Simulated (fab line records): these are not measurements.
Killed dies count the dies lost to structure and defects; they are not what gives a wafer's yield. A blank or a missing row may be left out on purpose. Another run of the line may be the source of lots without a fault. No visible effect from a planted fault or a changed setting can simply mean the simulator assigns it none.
One fault seen from 2 desks + flow gf180mcu + every desk sees just its own numbers, and what lay behind them comes last

THE TOOL OWNER'S DESK: pecvd-01
The tool's own readings at GF_MIM_CVD_05 (deposits Si3N4, target thk 42 nm, time 29.086 s): means of the sampled wafers that have a number, for each lot that ran on this tool. A lot is out of limits, marked OUT, if its mean lies more than 4 standard deviations from the usual mean; the brackets give that distance.
Columns: A = heater power w at GF_MIM_CVD_05, usual 660 W; B = susceptor temp C at GF_MIM_CVD_05, usual 385.00 C
| lot  | first seen here | A   | B      |
|------|-----------------|-----|--------|
| L271 | day 25 07:39    | 682 | 385.04 |
| L272 | day 25 18:11    | 725 | 385.10 |
| L279 | day 28 12:31    | 655 | 384.96 |
| L280 | day 29 00:01    | 692 | 385.13 |
| L283 | day 29 14:53    | 705 | 385.08 |
Result from this desk: across the 5 lots, nothing is out of limits.

METROLOGY DESK
Lot by lot, what the gauges showed, no matter which tool ran the lot: averages of those sampled wafers that carry a number. A lot is out of limits, marked OUT, if its mean lies more than 4 standard deviations from the usual mean; the brackets give that distance.
Columns: A = MIM_CVD_05_THK at GF_MIM_THK_MEAS_06, usual 42.0 nm
| lot  | first seen here | A              |
|------|-----------------|----------------|
| L269 | day 24 13:32    | 41.3           |
| L271 | day 25 07:42    | 41.9           |
| L272 | day 25 18:14    | 41.2           |
| L274 | day 26 15:48    | 42.2           |
| L275 | day 27 00:04    | 42.0           |
| L277 | day 27 10:04    | 42.4           |
| L279 | day 28 12:33    | 41.9           |
| L280 | day 29 00:04    | 56.9 (+23) OUT |
| L283 | day 29 14:55    | 56.1 (+22) OUT |
| L284 | day 29 16:25    | 43.1           |
| L286 | day 30 07:19    | 42.4           |
| L288 | day 30 14:36    | 41.3           |
| L289 | day 30 18:34    | 41.8           |
| L291 | day 31 07:57    | 42.8           |
This desk's finding: out of limits on L280, L283; first on L280, day 29 00:04 (MIM_CVD_05_THK at GF_MIM_THK_MEAS_06). Within limits: L269, L271, L272, L274, L275, L277, L279, L284, L286, L288, L289, L291.

PUT TOGETHER
On L280, L283, the metrology desk was in a position to raise an alarm at day 29 00:04.
Nothing out of limits was seen by the tool owner's desk.
Tool owner's desk: L280, L283 on record, inside its limits.
All the named lots went through GF_MIM_CVD_05 on pecvd-01.

WHAT THE SIMULATOR PUT IN
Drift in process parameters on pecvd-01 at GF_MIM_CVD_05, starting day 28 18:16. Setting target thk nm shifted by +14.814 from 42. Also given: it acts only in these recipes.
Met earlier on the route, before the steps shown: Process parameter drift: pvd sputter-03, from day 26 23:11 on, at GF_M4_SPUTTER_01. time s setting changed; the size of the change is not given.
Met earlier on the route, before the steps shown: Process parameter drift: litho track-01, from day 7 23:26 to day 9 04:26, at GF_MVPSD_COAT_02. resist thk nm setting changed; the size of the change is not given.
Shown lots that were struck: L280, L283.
Delay in hours, fault start to first out-of-limits reading, per desk: metrology desk 6.
